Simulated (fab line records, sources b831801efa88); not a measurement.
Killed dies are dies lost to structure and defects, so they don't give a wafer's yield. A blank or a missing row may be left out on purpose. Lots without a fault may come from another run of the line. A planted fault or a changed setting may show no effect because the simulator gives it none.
Chamber matching | flow sky130 | SKY_VIA2_ETCH_15 on rie_diel-03: 4 sister chambers
The step etches SiO2 in C4F8/O2/Ar, stops on TiN, target depth 546 nm, time 84 s. 14 wafers are shown with their chamber, then 7 later ones without.

WAFERS WITH THEIR CHAMBER
wafer  | chamber | oes_product_au (a.u.) | bias_w (W)
L360.1 | 3       | 0.939                 | 1200
L360.2 | 0       | 0.943                 | 1202
L360.6 | 0       | 0.941                 | 1206
L361.1 | 2       | 0.941                 | 1207
L361.3 | 3       | 0.941                 | 1202
L361.4 | 0       | 0.941                 | 1200
L364.1 | 2       | 0.928                 | 1193
L364.2 | 0       | 0.949                 | 1199
L364.4 | 3       | 0.939                 | 1199
L366.3 | 1       | 0.935                 | 1201
L366.5 | 3       | 0.936                 | 1199
L366.6 | 2       | 0.942                 | 1202
L368.1 | 3       | 0.941                 | 1196
L368.4 | 1       | 0.950                 | 1198

SIGNATURES (means of the wafers above)
reading        | chamber 0 | chamber 1 | chamber 2 | chamber 3 | scatter within a chamber
oes_product_au | 0.94350   | 0.94250   | 0.93700   | 0.93920   | 0.00542
bias_w         | 1201.75   | 1199.50   | 1200.67   | 1199.20   | 3.91
Rule: a wafer's distance from a chamber is the root of the sum, over the readings, of the square of ((its reading less the chamber's mean) divided by the reading's scatter). The wafer belongs to the nearest chamber; if the next one is less than 2 further off, it can't be placed. The scatter: the root of (the sum of the squares of (reading less its chamber's mean) over the shown wafers, divided by (wafers less chambers)).

WAFERS WITHOUT THEIR CHAMBER
wafer  | oes_product_au (a.u.) | bias_w (W)
L368.5 | 0.942                 | 1197
L370.1 | 0.942                 | 1199
L370.2 | 0.937                 | 1201
L370.5 | 0.943                 | 1199
L371.1 | 0.945                 | 1201
L371.4 | 0.939                 | 1200
L371.6 | 0.938                 | 1201

WHICH CHAMBER EACH WENT THROUGH
wafer  | from the rows above               | in truth
L368.5 | can't be placed: 1 or 3 or 0 or 2 | 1
L370.1 | can't be placed: 1 or 3 or 0 or 2 | 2
L370.2 | can't be placed: 2 or 3 or 1 or 0 | 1
L370.5 | can't be placed: 1 or 3 or 0 or 2 | 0
L371.1 | can't be placed: 0 or 1 or 3 or 2 | 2
L371.4 | can't be placed: 3 or 2 or 1 or 0 | 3
L371.6 | can't be placed: 2 or 3 or 1 or 0 | 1
Placed correctly: 0 of 7. Can't be placed from these rows: 7 (the true chamber is among the candidates in 7). Placed wrongly: 0.
